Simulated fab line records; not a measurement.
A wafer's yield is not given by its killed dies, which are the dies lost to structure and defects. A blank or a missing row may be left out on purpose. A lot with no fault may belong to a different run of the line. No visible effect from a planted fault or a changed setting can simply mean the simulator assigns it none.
Which tool is to blame? :: flow sky130 :: 13 lots with 39 wafers sampled at 5 steps, on a route of 708 steps

WHAT EACH GAUGE READ, for each wafer
SKY_VT_ADJUST_PCH_OVL_MEAS_07.
lot: L511
measured: day 10 12:51
on: overlay-01
VT_ADJUST_PCH_OVL (nm): 1.0 0.8 -0.6

lot: L512
measured: day 10 17:03
on: overlay-01
VT_ADJUST_PCH_OVL (nm): 0.0 1.1 1.4

lot: L513
measured: day 11 01:32
on: overlay-01
VT_ADJUST_PCH_OVL (nm): 1.5 0.4 0.9

lot: L514
measured: day 11 14:01
on: overlay-02
VT_ADJUST_PCH_OVL (nm): 1.1 0.9 0.1

lot: L516
measured: day 12 00:12
on: overlay-02
VT_ADJUST_PCH_OVL (nm): -1.2 -1.0 -0.8

lot: L517
measured: day 13 05:02
on: overlay-02
VT_ADJUST_PCH_OVL (nm): 2.1 0.4 1.2

lot: L519
measured: day 13 10:07
on: overlay-01
VT_ADJUST_PCH_OVL (nm): 0.2 0.8 -0.2

lot: L518
measured: day 13 10:51
on: overlay-02
VT_ADJUST_PCH_OVL (nm): -2.0 -1.2 -0.9

lot: L522
measured: day 14 10:43
on: overlay-01
VT_ADJUST_PCH_OVL (nm): -1.1 -1.3 -0.7

lot: L526
measured: day 15 10:32
on: overlay-01
VT_ADJUST_PCH_OVL (nm): -1.7 0.4 0.0

lot: L529
measured: day 16 10:37
on: overlay-02
VT_ADJUST_PCH_OVL (nm): 0.3 1.7 0.9

lot: L530
measured: day 16 15:19
on: overlay-01
VT_ADJUST_PCH_OVL (nm): 1.3 -0.1 0.7

lot: L532
measured: day 17 12:28
on: overlay-01
VT_ADJUST_PCH_OVL (nm): 0.1 -0.5 0.1

SKY_SONOS_TUNNEL_CD_MEAS_07 targets a cd of 410 nm.
lot: L511
measured: day 11 14:37
on: cd sem-02
cd nm (nm): 409.2 409.4 410.0

lot: L512
measured: day 11 16:25
on: cd sem-01
cd nm (nm): 410.8 409.3 410.3

lot: L513
measured: day 12 01:26
on: cd sem-01
cd nm (nm): 409.3 406.9 408.1

lot: L514
measured: day 12 14:38
on: cd sem-01
cd nm (nm): 410.1 410.4 409.2

lot: L516
measured: day 13 01:35
on: cd sem-02
cd nm (nm): 413.9 414.7 411.8

lot: L517
measured: day 14 06:57
on: cd sem-02
cd nm (nm): 412.2 412.9 412.1

lot: L519
measured: day 14 12:05
on: cd sem-01
cd nm (nm): 410.4 409.2 409.1

lot: L518
measured: day 14 13:16
on: cd sem-02
cd nm (nm): 413.1 411.8 410.6

lot: L522
measured: day 15 13:48
on: cd sem-02
cd nm (nm): 403.1 406.9 406.6

lot: L526
measured: day 16 14:25
on: cd sem-01
cd nm (nm): 411.0 410.5 407.5

lot: L529
measured: day 17 15:41
on: cd sem-01
cd nm (nm): 411.5 410.7 410.0

lot: L530
measured: day 17 19:55
on: cd sem-01
cd nm (nm): 406.3 404.4 406.4

lot: L532
measured: day 18 17:57
on: cd sem-01
cd nm (nm): 411.0 410.6 412.0

SKY_SONOS_TUNNEL_TW_MEAS_12.
lot: L511
measured: day 11 15:11
on: film metro-04
SONOS_TUNNEL_TW: 197.4 198.8 199.3

lot: L512
measured: day 11 16:59
on: film metro-04
SONOS_TUNNEL_TW: 198.4 200.0 198.4

lot: L513
measured: day 12 02:01
on: film metro-02
SONOS_TUNNEL_TW: 196.9 197.4 197.4

lot: L514
measured: day 12 15:11
on: film metro-03
SONOS_TUNNEL_TW: 195.4 194.4 195.5

lot: L516
measured: day 13 02:09
on: film metro-04
SONOS_TUNNEL_TW: 198.0 197.4 197.3

lot: L517
measured: day 14 07:31
on: film metro-03
SONOS_TUNNEL_TW: 194.1 193.6 194.9

lot: L519
measured: day 14 12:40
on: film metro-02
SONOS_TUNNEL_TW: 197.0 196.6 198.0

lot: L518
measured: day 14 13:49
on: film metro-02
SONOS_TUNNEL_TW: 197.6 197.7 197.0

lot: L522
measured: day 15 14:21
on: film metro-02
SONOS_TUNNEL_TW: 188.5 188.4 187.7

lot: L526
measured: day 16 14:58
on: film metro-04
SONOS_TUNNEL_TW: 198.4 199.1 198.8

lot: L529
measured: day 17 16:16
on: film metro-04
SONOS_TUNNEL_TW: 199.3 198.7 198.6

lot: L530
measured: day 17 20:28
on: film metro-02
SONOS_TUNNEL_TW: 198.3 197.6 197.3

lot: L532
measured: day 18 18:32
on: film metro-02
SONOS_TUNNEL_TW: 197.7 197.4 197.3

WHICH TOOL RAN EACH LOT (tool, then ch and the chambers of the sampled wafers, then the start)
lot: L511
SKY_VT_ADJUST_PCH_STRIP_09: plasma asher-02 ch 0,1, day 10 13:02
SKY_SONOS_TUNNEL_IMPLANT_09: implanter-03 ch 0, day 11 14:47

lot: L512
SKY_VT_ADJUST_PCH_STRIP_09: plasma asher-04 ch 1, day 10 17:14
SKY_SONOS_TUNNEL_IMPLANT_09: implanter-04 ch 0, day 11 16:34

lot: L513
SKY_VT_ADJUST_PCH_STRIP_09: plasma asher-04 ch 0,1, day 11 01:43
SKY_SONOS_TUNNEL_IMPLANT_09: implanter-04 ch 0, day 12 01:35

lot: L514
SKY_VT_ADJUST_PCH_STRIP_09: plasma asher-02 ch 0,1, day 11 14:13
SKY_SONOS_TUNNEL_IMPLANT_09: implanter-03 ch 0, day 12 14:47

lot: L516
SKY_VT_ADJUST_PCH_STRIP_09: plasma asher-04 ch 0,1, day 12 00:25
SKY_SONOS_TUNNEL_IMPLANT_09: implanter-04 ch 0, day 13 01:44

lot: L517
SKY_VT_ADJUST_PCH_STRIP_09: plasma asher-03 ch 0,1, day 13 05:13
SKY_SONOS_TUNNEL_IMPLANT_09: implanter-03 ch 0, day 14 07:06

lot: L519
SKY_VT_ADJUST_PCH_STRIP_09: plasma asher-02 ch 0,1, day 13 10:18
SKY_SONOS_TUNNEL_IMPLANT_09: implanter-03 ch 0, day 14 12:14

lot: L518
SKY_VT_ADJUST_PCH_STRIP_09: plasma asher-04 ch 0,1, day 13 11:02
SKY_SONOS_TUNNEL_IMPLANT_09: implanter-04 ch 0, day 14 13:26

lot: L522
SKY_VT_ADJUST_PCH_STRIP_09: plasma asher-04 ch 1, day 14 10:54
SKY_SONOS_TUNNEL_IMPLANT_09: implanter-03 ch 0, day 15 13:58

lot: L526
SKY_VT_ADJUST_PCH_STRIP_09: plasma asher-03 ch 0,1, day 15 10:43
SKY_SONOS_TUNNEL_IMPLANT_09: implanter-01 ch 0, day 16 14:34

lot: L529
SKY_VT_ADJUST_PCH_STRIP_09: plasma asher-04 ch 0,1, day 16 10:48
SKY_SONOS_TUNNEL_IMPLANT_09: implanter-01 ch 0, day 17 15:50

lot: L530
SKY_VT_ADJUST_PCH_STRIP_09: plasma asher-04 ch 0,1, day 16 15:32
SKY_SONOS_TUNNEL_IMPLANT_09: implanter-01 ch 0, day 17 20:05

lot: L532
SKY_VT_ADJUST_PCH_STRIP_09: plasma asher-03 ch 0,1, day 17 12:39
SKY_SONOS_TUNNEL_IMPLANT_09: implanter-04 ch 0, day 18 18:06
- SKY_VT_ADJUST_PCH_STRIP_09: strips in O2/N2.
- SKY_SONOS_TUNNEL_IMPLANT_09

WHAT THE TOOLS THEMSELVES READ (means of the sampled wafers that have a number; where no wafer has one, the mark that the record gives instead)
SKY_VT_ADJUST_PCH_STRIP_09.
lot: L511
tool: plasma asher-02
drypump motor current A (A): 5.9
oes product au (a.u.): 0.726
strip time to endpoint s (s): 36.72

lot: L512
tool: plasma asher-04
drypump motor current A (A): 4.7
oes product au (a.u.): 0.720
strip time to endpoint s (s): 36.96

lot: L513
tool: plasma asher-04
drypump motor current A (A): 4.9
oes product au (a.u.): 0.723
strip time to endpoint s (s): 36.86

lot: L514
tool: plasma asher-02
drypump motor current A (A): 5.9
oes product au (a.u.): 0.722
strip time to endpoint s (s): 36.92

lot: L516
tool: plasma asher-04
drypump motor current A (A): 4.9
oes product au (a.u.): 0.720
strip time to endpoint s (s): 36.95

lot: L517
tool: plasma asher-03
drypump motor current A (A): 5.6
oes product au (a.u.): 0.721
strip time to endpoint s (s): 36.88

lot: L519
tool: plasma asher-02
drypump motor current A (A): 5.9
oes product au (a.u.): 0.725
strip time to endpoint s (s): 36.95

lot: L518
tool: plasma asher-04
drypump motor current A (A): 4.9
oes product au (a.u.): 0.722
strip time to endpoint s (s): 36.85

lot: L522
tool: plasma asher-04
drypump motor current A (A): 4.7
oes product au (a.u.): 0.720
strip time to endpoint s (s): 36.98

lot: L526
tool: plasma asher-03
drypump motor current A (A): 5.3
oes product au (a.u.): 0.722
strip time to endpoint s (s): 36.96

lot: L529
tool: plasma asher-04
drypump motor current A (A): 4.9
oes product au (a.u.): 0.721
strip time to endpoint s (s): 36.91

lot: L530
tool: plasma asher-04
drypump motor current A (A): 4.8
oes product au (a.u.): 0.724
strip time to endpoint s (s): 36.96

lot: L532
tool: plasma asher-03
drypump motor current A (A): 5.7
oes product au (a.u.): 0.723
strip time to endpoint s (s): 37.02

THE ANSWER, worked out from the rows above alone
Rule: the usual values come from the lots themselves. The widest of any qualifying gaps counts: lots, ordered by their means at a reading, are off when they make up no more than a third of the lots, leave a main group of 4 or more, and stand apart from it by 3 or more times the standard deviation of that group's means. A main group whose means are all the same, to the digits that the tables above print for the reading, isn't used. A lot without any number at a reading at which 4 lots or more have one is off too. All remaining lots with rows at the step are treated as sound. The gauges are gone through in route order, then the tools' own readings, and for those a lot's mean is taken as printed above. The first step at which some lot is off is used, and at that step the reading that is off furthest; a lot without a number counts as furthest.
Off: at SKY_SONOS_TUNNEL_TW_MEAS_12 (SONOS_TUNNEL_TW), L522. The main group has a mean of 197.4 with a standard deviation of 1.4.
If a tool, at a process step before that reading, ran all the lots that are off and no sound lot after the first of them, it fits. The gauges at SKY_SONOS_TUNNEL_TW_MEAS_12 are tried like those tools. One candidate fits, namely implanter-03 at SKY_SONOS_TUNNEL_IMPLANT_09. Its last sound lot is L519 (day 14 12:14), its first lot that is off L522 (day 15 13:58): a fault that began between those two fits.

WHAT HAD BEEN PUT IN BY THE SIMULATOR
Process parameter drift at SKY_SONOS_TUNNEL_IMPLANT_09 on implanter-03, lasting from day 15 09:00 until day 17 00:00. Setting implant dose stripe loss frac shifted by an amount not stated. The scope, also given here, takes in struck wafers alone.
Shown lots that were struck: L522. The rule above reached the same finding.
